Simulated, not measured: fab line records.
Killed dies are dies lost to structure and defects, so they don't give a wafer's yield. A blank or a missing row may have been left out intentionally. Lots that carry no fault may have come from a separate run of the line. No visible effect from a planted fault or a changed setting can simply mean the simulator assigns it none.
Which tool did it?	flow gf180mcu	12 lots, 36 wafers sampled, at 3 steps of a route of 602

== WHAT EACH GAUGE READ, for each wafer ==
GF_V4_RS_MEAS_24: measures by four-point-probe.
lot	measured	on	V4_W_RS (ohm/sq)
L075	day 25 16:07	film_metro-02	0.316 0.314 0.313
L077	day 25 21:13	film_metro-02	0.315 0.306 0.308
L080	day 26 12:55	film_metro-03	0.313 0.308 0.313
L082	day 27 04:36	film_metro-03	0.316 0.317 0.311
L081	day 27 12:07	film_metro-03	0.308 0.299 0.301
L085	day 27 23:14	film_metro-02	0.313 0.319 0.310
L087	day 28 17:11	film_metro-03	0.322 0.319 0.314
L089	day 29 06:25	film_metro-03	0.314 0.312 0.305
L091	day 29 21:11	film_metro-01	0.313 0.320 0.321
L093	day 30 05:46	film_metro-03	0.309 0.317 0.317
L095	day 30 16:37	film_metro-03	0.321 0.322 0.319
L097	day 31 03:01	film_metro-03	0.313 0.319 0.308

== WHICH TOOL RAN EACH LOT (tool, then ch and the chambers of the sampled wafers, then the start) ==
lot	GF_M1_STRIP_17	GF_M3_SPUTTER_01
L075	plasma_asher-03 ch 0, day 18 05:55	pvd_sputter-02, day 21 11:41
L077	plasma_asher-03 ch 0,1, day 18 16:10	pvd_sputter-03, day 21 23:19
L080	plasma_asher-01 ch 0,1, day 19 08:52	pvd_sputter-01, day 22 16:29
L082	plasma_asher-03 ch 1, day 20 05:04	pvd_sputter-01, day 23 08:56
L081	plasma_asher-02 ch 0,1, day 20 13:54	pvd_sputter-02, day 23 18:41
L085	plasma_asher-03 ch 0,1, day 21 04:51	pvd_sputter-01, day 24 07:14
L087	plasma_asher-03 ch 0,1, day 22 00:16	pvd_sputter-01, day 25 00:47
L089	plasma_asher-02 ch 0,1, day 22 15:53	pvd_sputter-01, day 25 15:35
L091	plasma_asher-02 ch 0,1, day 23 07:19	pvd_sputter-03, day 26 07:15
L093	plasma_asher-02 ch 0,1, day 23 18:27	pvd_sputter-03, day 26 17:02
L095	plasma_asher-02 ch 0,1, day 24 08:52	pvd_sputter-01, day 27 06:05
L097	plasma_asher-03 ch 0,1, day 24 22:48	pvd_sputter-01, day 27 18:27
- GF_M1_STRIP_17: strips in O2/N2.
- GF_M3_SPUTTER_01: material TiN, target thk 30 nm, time 25 s.

== THE ANSWER, worked out from the rows above alone ==
Rule: the usual values come from the lots themselves. The widest of any qualifying gaps counts: lots, ordered by their means at a reading, are off when they make up no more than a third of the lots, leave a main group of 4 or more, and stand apart from it by 3 or more times the standard deviation of that group's means. If all means in a main group match to the digits the tables above print for the reading, that group is not used. Also off: a lot with no number at a reading for which 4 or more lots have one. Where the step has rows for the other lots, those lots are counted as sound.
No lot is off on any of the readings shown, so nothing can be concluded from this.

== WHAT WAS PUT IN BY THE SIMULATOR ==
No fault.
